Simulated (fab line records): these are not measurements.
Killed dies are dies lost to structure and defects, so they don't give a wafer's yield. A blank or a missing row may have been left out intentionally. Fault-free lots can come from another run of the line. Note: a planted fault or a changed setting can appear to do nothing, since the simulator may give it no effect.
The tool behind it: which one? | flow gf180mcu | 6 lots, 18 wafers sampled, at 1 step of a route of 602

## WHAT EACH GAUGE READ, for each wafer
GF_V4_OVL_MEAS_15.
lot  | measured     | on         | V4_OVL (nm)
L259 | day 26 02:23 | overlay-02 | 4 -2 6
L261 | day 26 13:11 | overlay-02 | 7 -2 3
L269 | day 29 00:58 | overlay-01 | 0 -3 1
L272 | day 29 17:55 | overlay-02 | 10 4 3
L275 | day 30 17:52 | overlay-01 | 2 -7 1
L277 | day 31 03:23 | overlay-02 | 7 3 1

## WHAT TOOL EACH LOT RAN ON (gives the tool, then ch and the chambers of the sampled wafers, and finally the start)
The record shows no process step preceding these readings.

## THE ANSWER, worked out from the rows above alone
Rule: usual is defined by the lots themselves. The widest of any qualifying gaps counts: lots, ordered by their means at a reading, are off when they make up no more than a third of the lots, leave a main group of 4 or more, and stand apart from it by 3 or more times the standard deviation of that group's means. If all means in a main group match to the digits the tables above print for the reading, that group is not used. Also off: a lot with no number at a reading for which 4 or more lots have one. The other lots that the step has rows for count as sound.
None of the lots is off at any reading shown; this tells nothing.

## WHAT THE SIMULATOR HAD INSERTED
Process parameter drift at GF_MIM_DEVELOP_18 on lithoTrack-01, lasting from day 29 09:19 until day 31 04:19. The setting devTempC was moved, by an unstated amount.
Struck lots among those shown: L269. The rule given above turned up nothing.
